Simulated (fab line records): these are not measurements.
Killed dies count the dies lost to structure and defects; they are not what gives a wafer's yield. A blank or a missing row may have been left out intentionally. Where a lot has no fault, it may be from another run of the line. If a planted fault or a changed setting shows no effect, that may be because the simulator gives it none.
Which tool is to blame? | flow sky130 | 11 lots with 33 wafers sampled at 2 steps, on a route of 708 steps

== WHAT EACH GAUGE READ, for each wafer ==
SKY_SD_P_OVL_MEAS_08.
lot  | measured     | on         | SD_P_OVL (nm)
L965 | day 27 05:55 | overlay-02 | -2.2 -0.3 -2.0
L969 | day 27 22:14 | overlay-01 | 0.7 0.8 -0.8
L968 | day 28 00:46 | overlay-01 | 0.5 -2.0 -1.4
L970 | day 27 23:04 | overlay-02 | 0.6 1.3 1.1
L972 | day 28 22:53 | overlay-02 | 1.3 0.9 1.8
L977 | day 30 13:24 | overlay-01 | 1.8 2.4 2.7
L980 | day 31 02:11 | overlay-01 | 0.0 0.5 -0.4
L979 | day 31 07:47 | overlay-02 | -0.6 0.5 -0.1
L981 | day 31 12:38 | overlay-01 | -1.4 -1.8 -0.4
L982 | day 31 19:46 | overlay-01 | -1.8 -0.5 -0.5
L985 | day 32 19:20 | overlay-01 | 1.1 1.0 2.3

== WHICH TOOL RAN EACH LOT (tool, then ch and the chambers of the sampled wafers, then the start) ==
lot  | SKY_LDD_HVN_STRIP_09
L965 | plasmaAsher-04 ch 0,1, day 22 04:06
L969 | plasmaAsher-01 ch 0,1, day 22 22:33
L968 | plasmaAsher-01 ch 0,1, day 22 22:54
L970 | plasmaAsher-03 ch 0,1, day 22 23:45
L972 | plasmaAsher-01 ch 0,1, day 23 23:06
L977 | plasmaAsher-01 ch 0,1, day 25 17:17
L980 | plasmaAsher-04 ch 0,1, day 26 07:33
L979 | plasmaAsher-03 ch 0,1, day 26 12:35
L981 | plasmaAsher-01 ch 0, day 26 18:00
L982 | plasmaAsher-01 ch 0,1, day 27 00:59
L985 | plasmaAsher-03 ch 0,1, day 28 01:36
- SKY_LDD_HVN_STRIP_09: strips in O2/N2.

== WHAT THE TOOLS THEMSELVES READ (means of the sampled wafers that have a number; where no wafer has one, the mark that the record gives instead) ==
SKY_LDD_HVN_STRIP_09.
lot  | tool           | chamberPressureMTorr (mTorr) | drypumpMotorCurrentA (A) | oesProductAu (a.u.) | stripTimeToEndpointS (s)
L965 | plasmaAsher-04 | 1499.4                       | 5.6                      | 0.411               | 4.154
L969 | plasmaAsher-01 | 1499.9                       | 5.2                      | 0.410               | 4.129
L968 | plasmaAsher-01 | 1501.4                       | 5.2                      | 0.411               | 4.129
L970 | plasmaAsher-03 | 1499.3                       | 6.0                      | 0.409               | 4.130
L972 | plasmaAsher-01 | 1500.1                       | 5.5                      | 0.410               | 4.122
L977 | plasmaAsher-01 | 1498.8                       | 5.2                      | 0.407               | 4.131
L980 | plasmaAsher-04 | 1500.8                       | 5.6                      | 0.407               | 4.130
L979 | plasmaAsher-03 | 1500.6                       | 5.8                      | 0.404               | 4.135
L981 | plasmaAsher-01 | 1499.2                       | 5.8                      | 0.406               | 4.140
L982 | plasmaAsher-01 | 1499.8                       | 5.5                      | 0.408               | 4.147
L985 | plasmaAsher-03 | 1499.3                       | 6.0                      | 0.408               | 4.136

== THE ANSWER, worked out from the rows above alone ==
Rule: usual is defined by the lots themselves. The widest of any qualifying gaps counts: lots, ordered by their means at a reading, are off when they make up no more than a third of the lots, leave a main group of 4 or more, and stand apart from it by 3 or more times the standard deviation of that group's means. If all means in a main group match to the digits the tables above print for the reading, that group is not used. A lot without any number at a reading at which 4 lots or more have one is off too. All remaining lots with rows at the step are treated as sound. First the gauges in route order, then the tools' own readings, where a lot's mean is used as printed above. The first step at which some lot is off is used, and at that step the reading that is off furthest; a lot without a number counts as furthest.
None of the lots is off at any reading shown; this tells nothing.

== WHAT THE SIMULATOR HAD PUT IN ==
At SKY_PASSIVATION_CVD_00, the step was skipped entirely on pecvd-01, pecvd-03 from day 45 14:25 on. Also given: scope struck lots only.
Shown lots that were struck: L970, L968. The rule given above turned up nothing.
